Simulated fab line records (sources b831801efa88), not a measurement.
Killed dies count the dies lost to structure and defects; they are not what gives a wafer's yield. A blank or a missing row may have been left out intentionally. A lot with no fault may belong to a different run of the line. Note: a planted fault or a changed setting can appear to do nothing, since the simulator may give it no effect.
fab line records    flow sky130
[record] lots = 13  wafers = 39  last_day = 50
route steps=708 shown METAL4@630 METAL5@661 PASSIVATION@682 PAD_OPEN@708
lots with no fault: from the same line, run without faults
start_h: hours from the record's first day to the start of the lot's first wafer shown    wait_h: how many hours have passed since the lot's step before this one    " as in the row above    L1.1+2: a row that stands for several wafers    - no value present, or no start provided    * or withheld: withheld    < > ~ a bound
route shown NAME@n: a module of which the file shows steps, and the number in the route of the first    usual: mean/standard deviation taken from wafers without a fault    same: alike in all rows    chamber/n: place in a boat    sites: readings site by site    _std_site: the standard deviation of these    _edge_site: mean of outer sites minus mean of inner sites    radius_mm: for every site, how far away it sits from the centre of the wafer    mask NAME#n: copy n    behind: the last tool/chamber to shape the wafer    hold: what put the lot on hold/how long, in hours/how the hold closed    device: whichever transistor did not switch (one of n, p or np)    end of line: tests run on the same wafers once the route is complete    a step given without rows: its recipe and nothing more    killed: count of dies lost to structure and defects at first sort (not the wafer's yield)    map: a wafer's dies, marking killed ones x, the rest . and places with no die _
set.NAME: the setting as run; set.NAME@STEP: as run at that earlier step    model.NAME: the simulator's own value behind a step, which no gauge read
one table for each step of the route and one row for each wafer, over a sample of lots
services: the hour from which a tool's chamber was out of use, counted from the record's first day as start_h (under 0 if before that day), plus the number of hours and why
[[steps]]
[step SKY_METAL4_OVL_MEAS_14]
[usual] METAL4_OVL = -2/5
lot.wafer  tool        chamber  start_h  wait_h  METAL4_OVL[nm]
L446.3     overlay-02  -        982.69   0.1     3
L446.4     "           -        "        "       3
L446.6     "           -        "        "       0
L448.4     overlay-01  -        1018.50  0.1     -5
L448.5     "           -        "        "       3
L448.6     "           -        "        "       -5
L450.2     overlay-02  -        1019.25  0.1     -3
L450.3     "           -        "        "       -1
L450.6     "           -        "        "       -2
L449.1     overlay-01  -        1023.34  0.1     -9
L449.2     "           -        "        "       -1
L449.6     "           -        "        "       -7
L451.1     overlay-01  -        1024.15  0.1     -2
L451.2     "           -        "        "       -4
L451.6     "           -        "        "       -8
L452.1     overlay-01  -        1027.06  0.1     -7
L452.2     "           -        "        "       2
L452.4     "           -        "        "       8
L453.1     overlay-02  -        1053.64  0.1     -6
L453.4     "           -        "        "       -11
L453.6     "           -        "        "       -5
L454.1     overlay-02  -        1054.60  0.1     -11
L454.2     "           -        "        "       -7
L454.3     "           -        "        "       -8
L456.2     overlay-02  -        1058.10  0.1     0
L456.3     "           -        "        "       -5
L456.4     "           -        "        "       -1
L457.1     overlay-02  -        1061.39  0.1     -1
L457.5     "           -        "        "       -7
L457.6     "           -        "        "       -7
L462.2     overlay-01  -        1088.31  0.1     5
L462.3     "           -        "        "       3
L462.6     "           -        "        "       7
L463.2     overlay-01  -        1099.26  0.1     -4
L463.5     "           -        "        "       0
L463.6     "           -        "        "       -1
L467.2     overlay-02  -        1118.14  0.1     6
L467.3     "           -        "        "       2
L467.4     "           -        "        "       3
[step SKY_METAL5_SPUTTER_00]
[recipe] material = Ti  target_thk_nm = 15  power_w = 3000  time_s = 10  chamber_pressure_pa = 0.4
[usual] cathode_dc_power_W = 2999.9/0.48  chamber_pressure_pa = 0.3998/0.00069  throttle_valve_pct = 30.2/0.85  time_s = 10/0
lot.wafer  tool            chamber  start_h  wait_h  cathode_dc_power_W  chamber_pressure_pa  throttle_valve_pct  time_s
L446.3     pvd_sputter-03  -        1009.12  0.1     3000.2              0.4005               30.1                10
L446.4     "               -        "        "       3000.3              0.4002               31.1                10
L446.6     "               -        "        "       2999.8              0.3989               30.2                10
L448.4     pvd_sputter-03  -        1043.44  0.2     2999.6              0.3996               29.6                10
L448.5     "               -        "        "       2999.2              0.3998               29.8                10
L448.6     "               -        "        "       3000.7              0.3988               31.3                10
L450.2     pvd_sputter-03  -        1045.01  0.1     3000.9              0.4006               31.3                10
L450.3     "               -        "        "       2999.5              0.3993               30.1                10
L450.6     "               -        "        "       2999.8              0.3999               30.2                10
L449.1     pvd_sputter-03  -        1048.11  0.2     3000.4              0.3996               29.6                10
L449.2     "               -        "        "       2999.9              0.3995               31.3                10
L449.6     "               -        "        "       2999.9              0.3997               29.6                10
L451.1     pvd_sputter-03  -        1049.44  0.1     3000.6              0.4013               29.8                10
L451.2     "               -        "        "       3000.1              0.4004               31.3                10
L451.6     "               -        "        "       3000.3              0.3992               29.8                10
L452.1     pvd_sputter-02  -        1052.80  0.2     2999.2              0.3995               29.3                10
L452.2     "               -        "        "       2999.8              0.3997               29.9                10
L452.4     "               -        "        "       2999.7              0.3987               31.2                10
L453.1     pvd_sputter-01  -        1076.91  0.1     3001.0              0.4002               30.5                10
L453.4     "               -        "        "       3000.1              0.3991               30.6                10
L453.6     "               -        "        "       3000.3              0.4005               30.2                10
L454.1     pvd_sputter-02  -        1078.61  0.2     2999.3              0.3999               30.0                10
L454.2     "               -        "        "       3000.1              0.4005               29.4                10
L454.3     "               -        "        "       3000.0              0.4008               31.3                10
L456.2     pvd_sputter-02  -        1082.42  0.2     -                   -                    -                   -
L456.3     "               -        "        "       -                   -                    -                   -
L456.4     "               -        "        "       -                   -                    -                   -
L457.1     pvd_sputter-03  -        1085.60  0.2     -                   -                    -                   -
L457.5     "               -        "        "       -                   -                    -                   -
L457.6     "               -        "        "       -                   -                    -                   -
L462.2     pvd_sputter-03  -        1111.31  0.2     2999.3              0.4010               31.6                10
L462.3     "               -        "        "       3000.4              0.3988               30.3                10
L462.6     "               -        "        "       2999.9              0.3990               29.7                10
L463.2     pvd_sputter-02  -        1122.52  0.2     2999.9              0.3995               29.4                10
L463.5     "               -        "        "       3000.1              0.4009               31.4                10
L463.6     "               -        "        "       3000.2              0.3997               29.6                10
L467.2     pvd_sputter-03  -        1140.05  0.2     2999.7              0.3998               30.0                10
L467.3     "               -        "        "       3000.1              0.4000               31.0                10
L467.4     "               -        "        "       2999.8              0.3992               31.4                10
[step SKY_PASSIVATION_THK_MEAS_01]
[recipe] reads = SiO2_of_PASSIVATION_CVD_00
[usual] PASSIVATION_CVD_00_THK = 89.9/1.1
lot.wafer  tool           chamber  start_h  wait_h  PASSIVATION_CVD_00_THK[nm]
L446.3     film_metro-01  -        1033.41  -       90.3
L446.4     "              -        "        "       91.3
L446.6     "              -        "        "       91.1
L448.4     film_metro-04  -        1062.77  -       89.8
L448.5     "              -        "        "       89.6
L448.6     "              -        "        "       90.4
L450.2     film_metro-02  -        1064.75  -       88.5
L450.3     "              -        "        "       89.0
L450.6     "              -        "        "       90.5
L449.1     film_metro-01  -        1069.99  -       87.7
L449.2     "              -        "        "       87.6
L449.6     "              -        "        "       89.6
L451.1     film_metro-01  -        1071.37  -       88.3
L451.2     "              -        "        "       88.6
L451.6     "              -        "        "       89.1
L452.1     film_metro-01  -        1073.54  -       88.8
L452.2     "              -        "        "       89.8
L452.4     "              -        "        "       91.1
L453.1     film_metro-04  -        1098.15  -       90.0
L453.4     "              -        "        "       90.8
L453.6     "              -        "        "       91.3
L454.1     film_metro-04  -        1099.77  -       88.2
L454.2     "              -        "        "       90.0
L454.3     "              -        "        "       89.3
L456.2     film_metro-04  -        1103.65  -       90.0
L456.3     "              -        "        "       88.3
L456.4     "              -        "        "       90.9
L457.1     film_metro-02  -        1106.90  -       90.0
L457.5     "              -        "        "       91.8
L457.6     "              -        "        "       92.3
L462.2     film_metro-04  -        1130.72  -       89.1
L462.3     "              -        "        "       87.5
L462.6     "              -        "        "       90.3
L463.2     film_metro-01  -        1142.37  -       89.6
L463.5     "              -        "        "       91.1
L463.6     "              -        "        "       91.1
L467.2     film_metro-02  -        1158.52  -       88.2
L467.3     "              -        "        "       90.4
L467.4     "              -        "        "       91.7
[step SKY_PASSIVATION_THK_MEAS_03]
[recipe] reads = Si3N4_of_PASSIVATION_CVD_02
[usual] PASSIVATION_CVD_02_THK = 539/6.4
lot.wafer  tool           chamber  start_h  wait_h  PASSIVATION_CVD_02_THK[nm]
L446.3     film_metro-04  -        1033.69  -       534
L446.4     "              -        "        "       544
L446.6     "              -        "        "       539
L448.4     film_metro-04  -        1063.05  -       537
L448.5     "              -        "        "       548
L448.6     "              -        "        "       546
L450.2     film_metro-02  -        1065.03  -       538
L450.3     "              -        "        "       534
L450.6     "              -        "        "       547
L449.1     film_metro-01  -        1070.28  -       539
L449.2     "              -        "        "       547
L449.6     "              -        "        "       549
L451.1     film_metro-02  -        1071.65  -       529
L451.2     "              -        "        "       528
L451.6     "              -        "        "       546
L452.1     film_metro-02  -        1073.83  -       536
L452.2     "              -        "        "       530
L452.4     "              -        "        "       543
L453.1     film_metro-04  -        1098.43  -       541
L453.4     "              -        "        "       547
L453.6     "              -        "        "       548
L454.1     film_metro-01  -        1100.06  -       535
L454.2     "              -        "        "       540
L454.3     "              -        "        "       536
L456.2     film_metro-04  -        1103.94  -       534
L456.3     "              -        "        "       530
L456.4     "              -        "        "       544
L457.1     film_metro-02  -        1107.19  -       527
L457.5     "              -        "        "       544
L457.6     "              -        "        "       540
L462.2     film_metro-04  -        1131.01  -       541
L462.3     "              -        "        "       539
L462.6     "              -        "        "       548
L463.2     film_metro-04  -        1142.66  -       530
L463.5     "              -        "        "       547
L463.6     "              -        "        "       550
L467.2     film_metro-04  -        1158.80  -       538
L467.3     "              -        "        "       536
L467.4     "              -        "        "       537
[step SKY_PAD_OPEN_PROBE_99]
[usual] defect_limited_yield = 82.5/1.9  killed_at_M0_to_M3 = 44/6.6  killed_at_M4_up = 3.0/2  killed_at_contacts = 24/5.1  killed_at_front_end = 15/4.1  killed_at_other = 0.4/0.62  killed_dies = 86/9.3  killed_open = 46/6.8  killed_short = 40/5.8  sort_bin_3_pad_short = 0.8/0.4  sort_bin_5_function = 10.3/1.4  sort_bin_6_memory = 6.4/1  sort_n_pass = 406/9.3  sort_yield_pct = 82.5/1.9
[same] gross_dies = 492  killed_at_back_side = 0  sort_bin_4_leakage[%] = 0  sort_bin_8_speed[%] = 0
lot.wafer  tool       chamber  start_h  wait_h  defect_limited_yield[%]  killed_at_M0_to_M3  killed_at_M4_up  killed_at_contacts  killed_at_front_end  killed_at_other  killed_dies  killed_open  killed_short  sort_bin_3_pad_short[%]  sort_bin_5_function[%]  sort_bin_6_memory[%]  sort_n_pass  sort_yield_pct[%]
L454.1     prober-02  -        1141.29  0.1     80.5                     46                  4                34                  11                   1                96           53           43            0.4                      13.2                    5.9                   396          80.5
L454.2     prober-02  -        1141.34  0.1     80.3                     47                  2                32                  16                   0                97           58           38            0.8                      11.8                    7.1                   395          80.3
L454.3     prober-02  -        1141.39  0.2     82.5                     47                  1                28                  10                   0                86           41           45            1.4                      9.6                     6.5                   406          82.5
L456.2     prober-01  -        1144.96  0.1     83.7                     45                  3                18                  14                   0                80           39           41            0.6                      7.7                     7.9                   412          83.7
L456.3     prober-01  -        1145.01  0.2     81.1                     55                  2                12                  24                   0                93           56           37            0.6                      11.4                    6.9                   399          81.1
L456.4     prober-01  -        1145.06  0.2     81.7                     54                  3                20                  12                   1                90           41           49            1.4                      9.3                     7.5                   402          81.7
L457.1     prober-02  -        1147.65  0.1     84.6                     42                  2                24                  8                    0                76           43           33            1.2                      7.1                     7.1                   416          84.6
L457.5     prober-02  -        1147.85  0.2     85.4                     34                  3                23                  12                   0                72           39           31            0.8                      8.1                     5.7                   420          85.4
L457.6     prober-02  -        1147.90  0.2     82.9                     41                  4                24                  15                   0                84           38           45            0.6                      9.8                     6.7                   408          82.9
L462.2     prober-01  -        1169.43  0.1     81.3                     45                  2                22                  23                   0                92           43           49            1.6                      10.2                    6.9                   400          81.3
L462.3     prober-01  -        1169.48  0.2     83.1                     41                  1                26                  14                   1                83           51           32            0.6                      9.8                     6.5                   409          83.1
L462.6     prober-01  -        1169.63  0.2     85.0                     43                  4                21                  6                    0                74           41           33            0.8                      8.7                     5.5                   418          85.0
L463.2     prober-02  -        1178.91  0.1     79.3                     54                  0                30                  17                   1                102          60           42            0.6                      12.0                    8.1                   390          79.3
L463.5     prober-02  -        1179.06  0.2     80.1                     54                  2                23                  19                   0                98           58           40            1.0                      11.0                    7.9                   394          80.1
L463.6     prober-02  -        1179.11  0.2     80.3                     47                  5                25                  20                   0                97           49           48            1.2                      11.8                    6.7                   395          80.3
// killed by level:class
L454.1 CONTACT:geometric_particle:open=12 LI_CONTACT:geometric_particle:open=10 VIA1:geometric_particle:open=9 METAL1:geometric_particle:short=6 VIA3:geometric_particle:open=5 VIA1:geometric_particle:short=5 VIA2:geometric_particle:open=5 FIELD_ISO:geometric_particle:short=4
L454.2 VIA1:geometric_particle:open=17 CONTACT:geometric_particle:open=13 VIA2:geometric_particle:open=7 LI_CONTACT:geometric_particle:open=6 METAL1:geometric_particle:short=6 CONTACT:geometric_particle:short=6 VIA3:geometric_particle:open=6 POLY_GATE:geometric_particle:short=5
L454.3 VIA1:geometric_particle:open=10 CONTACT:geometric_particle:short=8 CONTACT:geometric_particle:open=8 LOCAL_INTERCONNECT:geometric_particle:short=7 VIA2:geometric_particle:open=7 VIA1:geometric_particle:short=6 VIA3:geometric_particle:open=6 METAL2:geometric_particle:short=5
L456.2 VIA1:geometric_particle:open=10 FIELD_ISO:geometric_particle:short=7 VIA1:geometric_particle:short=7 METAL2:geometric_particle:short=6 CONTACT:geometric_particle:open=5 VIA3:geometric_particle:open=5 LI_CONTACT:geometric_particle:open=4 LOCAL_INTERCONNECT:geometric_particle:short=4
L456.3 VIA1:geometric_particle:open=12 FIELD_ISO:geometric_particle:open=10 VIA3:geometric_particle:open=9 FIELD_ISO:geometric_particle:short=6 VIA2:geometric_particle:open=6 VIA1:geometric_particle:short=5 POLY_GATE:geometric_particle:open=5 CONTACT:geometric_particle:open=5
L456.4 METAL2:geometric_particle:short=8 VIA1:geometric_particle:open=8 METAL1:geometric_particle:short=7 CONTACT:geometric_particle:open=6 VIA3:geometric_particle:open=6 LI_CONTACT:geometric_particle:short=5 LI_CONTACT:geometric_particle:open=5 VIA2:geometric_particle:open=5
L457.1 VIA3:geometric_particle:open=10 VIA1:geometric_particle:open=8 VIA2:geometric_particle:open=7 LI_CONTACT:geometric_particle:open=6 CONTACT:geometric_particle:open=6 FIELD_ISO:geometric_particle:short=5 CONTACT:geometric_particle:short=4 LI_CONTACT:geometric_particle:short=3
L457.5 CONTACT:geometric_particle:open=9 METAL1:geometric_particle:short=6 VIA2:geometric_particle:open=6 VIA3:geometric_particle:open=6 FIELD_ISO:geometric_particle:short=5 LI_CONTACT:geometric_particle:open=5 METAL3:geometric_particle:short=5 VIA1:geometric_particle:open=4
L457.6 VIA1:geometric_particle:open=9 CONTACT:geometric_particle:open=9 METAL1:geometric_particle:short=8 VIA2:geometric_particle:open=8 FIELD_ISO:geometric_particle:short=7 CONTACT:geometric_particle:short=6 METAL2:geometric_particle:short=5 LI_CONTACT:geometric_particle:open=4
L462.2 CONTACT:geometric_particle:open=10 METAL1:geometric_particle:short=7 POLY_GATE:geometric_particle:open=6 VIA1:geometric_particle:open=6 VIA1:geometric_particle:short=6 VIA3:geometric_particle:open=6 FIELD_ISO:geometric_particle:short=5 LOCAL_INTERCONNECT:geometric_particle:short=5
L462.3 CONTACT:geometric_particle:open=11 VIA2:geometric_particle:open=9 CONTACT:geometric_particle:short=6 METAL1:geometric_particle:short=6 VIA3:geometric_particle:open=6 VIA1:geometric_particle:open=6 POLY_GATE:geometric_particle:open=5 FIELD_ISO:geometric_particle:open=4
L462.6 LI_CONTACT:geometric_particle:open=9 CONTACT:geometric_particle:open=7 METAL1:geometric_particle:short=7 VIA1:geometric_particle:open=7 VIA2:geometric_particle:open=7 METAL2:geometric_particle:short=5 METAL4:geometric_particle:short=4 VIA3:geometric_particle:open=4
L463.2 VIA1:geometric_particle:open=15 CONTACT:geometric_particle:open=10 LI_CONTACT:geometric_particle:open=8 VIA3:geometric_particle:open=8 POLY_GATE:geometric_particle:open=6 VIA3:geometric_particle:short=6 POLY_GATE:geometric_particle:short=5 METAL1:geometric_particle:short=5
L463.5 VIA2:geometric_particle:open=11 LI_CONTACT:geometric_particle:open=10 VIA1:geometric_particle:open=9 VIA3:geometric_particle:open=8 CONTACT:geometric_particle:open=7 FIELD_ISO:geometric_particle:open=5 VIA2:geometric_particle:short=5 METAL2:geometric_particle:short=5
L463.6 CONTACT:geometric_particle:open=10 METAL2:geometric_particle:short=9 VIA1:geometric_particle:open=8 METAL1:geometric_particle:short=7 VIA2:geometric_particle:open=7 FIELD_ISO:geometric_particle:open=6 LOCAL_INTERCONNECT:geometric_particle:short=6 FIELD_ISO:geometric_particle:short=5
[[services]]
tool            chamber  start_h  hours  kind
pvd_sputter-03  -        1096.70  3.5    repair
pvd_sputter-02  -        1123.39  6.7    repair
pvd_sputter-03  -        1126.98  3.9    repair
[[key]]
[first_sign] step = SKY_METAL5_SPUTTER_00  reading = tool_record  direction = missing
effect none on later readings
met_at SKY_METAL5_SPUTTER_00
struck_lots L456,L457
not_acting_at SKY_METAL4_OVL_MEAS_14,SKY_PASSIVATION_THK_MEAS_01,SKY_PASSIVATION_THK_MEAS_03
onset_between 1078.61 1082.42
[fault] kind = skipped_step_whole  tool = pvd_sputter-02,pvd_sputter-03  chamber = -  onset_h = 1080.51  steps = SKY_METAL5_SPUTTER_00  scope = struck_lots_only
